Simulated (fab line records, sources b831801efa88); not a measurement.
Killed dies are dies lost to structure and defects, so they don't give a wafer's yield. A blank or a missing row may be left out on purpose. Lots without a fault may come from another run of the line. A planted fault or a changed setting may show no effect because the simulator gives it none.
Which tool did it? | flow gf180mcu | 14 lots, 42 wafers sampled, at 4 steps of a route of 602

WHAT THE GAUGES READ, wafer by wafer
GF_CONTACT_OVL_MEAS_15.
lot  | measured     | on         | CONTACT_OVL (nm)
L654 | day 16 00:50 | overlay-02 | 0 11 11
L657 | day 17 05:32 | overlay-01 | 7 2 -7
L658 | day 17 19:55 | overlay-02 | 0 -13 -6
L659 | day 17 20:59 | overlay-02 | 1 -12 -14
L660 | day 18 16:52 | overlay-02 | -8 8 -3
L661 | day 18 18:29 | overlay-02 | -1 -4 3
L665 | day 20 04:42 | overlay-02 | 3 4 -2
L668 | day 21 11:14 | overlay-01 | 5 -1 1
L669 | day 21 20:23 | overlay-02 | -8 0 -11
L670 | day 22 11:15 | overlay-01 | 2 -5 -13
L671 | day 22 11:58 | overlay-02 | -4 -2 7
L672 | day 22 16:00 | overlay-01 | 4 -2 -6
L674 | day 23 12:49 | overlay-01 | -1 -3 -5
L676 | day 23 22:38 | overlay-02 | 6 5 0

GF_M1_CD_MEAS_14: target cd 230 nm.
lot  | measured     | on        | cd_nm (nm)
L654 | day 17 00:10 | cd_sem-01 | 231.1 231.5 231.1
L657 | day 18 05:36 | cd_sem-02 | 229.1 230.3 230.1
L658 | day 18 21:39 | cd_sem-02 | 228.4 228.9 229.5
L659 | day 18 22:36 | cd_sem-01 | 229.4 229.5 230.1
L660 | day 19 18:53 | cd_sem-01 | 229.5 230.4 229.0
L661 | day 19 20:15 | cd_sem-01 | 228.9 230.6 230.8
L665 | day 21 06:25 | cd_sem-02 | 232.3 231.5 231.9
L668 | day 22 12:12 | cd_sem-01 | 230.6 230.7 230.0
L669 | day 22 21:13 | cd_sem-02 | 230.8 231.4 231.7
L670 | day 23 11:23 | cd_sem-02 | 229.5 229.6 230.1
L671 | day 23 11:43 | cd_sem-01 | 230.3 231.7 230.9
L672 | day 23 15:49 | cd_sem-01 | 232.1 230.6 230.4
L674 | day 24 12:31 | cd_sem-02 | 231.6 230.6 228.4
L676 | day 24 21:37 | cd_sem-02 | 230.2 231.8 230.4

WHICH TOOL RAN EACH LOT (tool, then ch and the chambers of the sampled wafers, then the start)
lot  | GF_SALICIDE_RTA_06               | GF_M1_SPUTTER_01
L654 | rtp_anneal-02 ch 0, day 15 02:38 | pvd_sputter-03, day 16 02:07
L657 | rtp_anneal-01 ch 0, day 16 05:59 | pvd_sputter-03, day 17 06:49
L658 | rtp_anneal-01 ch 0, day 16 21:00 | pvd_sputter-02, day 17 21:31
L659 | rtp_anneal-01 ch 0, day 16 21:18 | pvd_sputter-01, day 17 22:23
L660 | rtp_anneal-01 ch 0, day 17 16:22 | pvd_sputter-01, day 18 18:09
L661 | rtp_anneal-02 ch 0, day 17 17:40 | pvd_sputter-03, day 18 19:46
L665 | rtp_anneal-02 ch 0, day 19 03:40 | pvd_sputter-01, day 20 05:58
L668 | rtp_anneal-02 ch 0, day 20 10:23 | pvd_sputter-03, day 21 12:37
L669 | rtp_anneal-01 ch 0, day 20 19:49 | pvd_sputter-02, day 21 21:40
L670 | rtp_anneal-02 ch 0, day 21 10:28 | pvd_sputter-03, day 22 12:39
L671 | rtp_anneal-01 ch 0, day 21 11:23 | pvd_sputter-01, day 22 13:14
L672 | rtp_anneal-02 ch 0, day 21 15:45 | pvd_sputter-03, day 22 17:16
L674 | rtp_anneal-01 ch 0, day 22 13:01 | pvd_sputter-01, day 23 14:06
L676 | rtp_anneal-02 ch 0, day 22 22:42 | pvd_sputter-03, day 24 00:02
- GF_SALICIDE_RTA_06: time 30 s.
- GF_M1_SPUTTER_01: material TiN, target thk 30 nm, time 25 s.

WHAT THE TOOLS THEMSELVES READ (means of the sampled wafers that have a number; where no wafer has one, the mark that the record gives instead)
GF_SALICIDE_RTA_06.
lot  | tool          | lamp_power_pct (%) | wafer_temp_C_max
L654 | rtp_anneal-02 | 7.02               | 532.8
L657 | rtp_anneal-01 | 6.62               | 531.4
L658 | rtp_anneal-01 | 6.61               | 532.5
L659 | rtp_anneal-01 | 6.62               | 532.2
L660 | rtp_anneal-01 | 6.62               | 532.2
L661 | rtp_anneal-02 | 7.03               | 533.0
L665 | rtp_anneal-02 | 7.03               | 532.7
L668 | rtp_anneal-02 | 7.02               | 532.3
L669 | rtp_anneal-01 | 6.63               | 532.5
L670 | rtp_anneal-02 | 7.02               | 532.6
L671 | rtp_anneal-01 | 6.61               | 532.3
L672 | rtp_anneal-02 | 7.03               | 532.5
L674 | rtp_anneal-01 | 6.61               | 532.1
L676 | rtp_anneal-02 | 7.02               | 532.5

GF_M1_SPUTTER_01.
lot  | tool           | cathode_dc_power_W (W) | chamber_pressure_pa (Pa) | throttle_valve_pct (%)
L654 | pvd_sputter-03 | 6499.2                 | 0.4006                   | 30.1
L657 | pvd_sputter-03 | 6500.0                 | 0.3996                   | 30.9
L658 | pvd_sputter-02 | 6500.5                 | 0.3996                   | 30.5
L659 | pvd_sputter-01 | 6500.6                 | 0.3992                   | 29.3
L660 | pvd_sputter-01 | -                      | -                        | -
L661 | pvd_sputter-03 | -                      | -                        | -
L665 | pvd_sputter-01 | 6501.3                 | 0.3995                   | 29.2
L668 | pvd_sputter-03 | 6501.1                 | 0.3990                   | 30.2
L669 | pvd_sputter-02 | 6500.7                 | 0.4007                   | 31.0
L670 | pvd_sputter-03 | 6500.6                 | 0.4003                   | 30.3
L671 | pvd_sputter-01 | 6498.2                 | 0.3997                   | 28.9
L672 | pvd_sputter-03 | 6500.2                 | 0.4006                   | 30.6
L674 | pvd_sputter-01 | 6499.7                 | 0.3994                   | 29.5
L676 | pvd_sputter-03 | 6500.6                 | 0.3996                   | 31.5

THE ANSWER, worked out from the rows above alone
Rule: what is usual is taken from the lots themselves. Put in order of their means at a reading, lots are off if they are a third of the lots or fewer, leave a main group of 4 or more, and stand apart from it by a gap of 3 or more times the standard deviation of the main group's means; of several such gaps the widest counts. A main group whose means are all the same, to the digits that the tables above print for the reading, isn't used. A lot without any number at a reading at which 4 lots or more have one is off too. The other lots that the step has rows for count as sound. The gauges are gone through in route order, then the tools' own readings, and for those a lot's mean is taken as printed above. The first step at which some lot is off is used, and at that step the reading that is off furthest; a lot without a number counts as furthest.
Off: L660, L661, at GF_M1_SPUTTER_01 (cathode_dc_power_W). Without a number there: L660, L661. The main group: mean 6500.2 W, standard deviation 0.82.
A tool fits if, at that step or a process step before it, it ran every lot that is off, and no sound lot after the first of them. None of those tried fits.

WHAT THE SIMULATOR HAD PUT IN
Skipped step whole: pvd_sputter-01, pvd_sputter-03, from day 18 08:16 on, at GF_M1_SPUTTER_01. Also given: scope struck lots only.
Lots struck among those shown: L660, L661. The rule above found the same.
